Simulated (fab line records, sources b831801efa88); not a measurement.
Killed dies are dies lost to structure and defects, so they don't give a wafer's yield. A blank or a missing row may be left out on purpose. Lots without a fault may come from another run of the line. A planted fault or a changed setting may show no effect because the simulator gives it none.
One fault seen from 2 desks | flow gf180mcu | each desk has only its own numbers; what lay behind them comes last

THE METROLOGY DESK
What the gauges read, lot by lot, whatever tool the lot ran on: means of the sampled wafers that have a number. A lot is out of limits, marked OUT, if its mean lies more than 4 standard deviations from the usual mean; the brackets give that distance.
Columns: A = V2_CVD_02_THK at GF_V2_THK_MEAS_03, usual 852 nm
lot  | first seen here | A
L783 | day 23 14:01    | 851
L787 | day 24 22:49    | 664 (-17) OUT
L788 | day 25 06:07    | 680 (-16) OUT
L794 | day 27 03:49    | 846
This desk's finding: out of limits on L787, L788; first on L787, day 24 22:49 (V2_CVD_02_THK at GF_V2_THK_MEAS_03). In limits: L783, L794.

THE TOOL OWNER'S DESK: pecvd-03
The tool's own readings at GF_V2_CVD_02 (deposits SiO2 from TEOS, target thk 850 nm, time 94.851 s): means of the sampled wafers that have a number, for each lot that ran on this tool. A lot is out of limits, marked OUT, if its mean lies more than 4 standard deviations from the usual mean; the brackets give that distance.
Columns: A = heater_power_w at GF_V2_CVD_02, usual 655 W
lot  | first seen here | A
L783 | day 23 13:56    | 635
L787 | day 24 22:46    | 632
L788 | day 25 06:01    | 627
This desk's finding: nothing out of limits on any of the 3 lots.

PUT TOGETHER
The metrology desk could have raised an alarm at day 24 22:49, on L787, L788.
The tool owner's desk saw nothing out of limits.
The tool owner's desk has L787, L788 on record, within its limits.
Of the lots named, all ran GF_V2_CVD_02 on pecvd-03.

WHAT THE SIMULATOR HAD PUT IN
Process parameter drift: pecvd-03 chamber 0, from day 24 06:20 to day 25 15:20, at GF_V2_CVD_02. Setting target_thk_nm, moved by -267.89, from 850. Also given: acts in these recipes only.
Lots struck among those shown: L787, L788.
Hours from the fault's start to each desk's first reading out of limits: the metrology desk, 16.
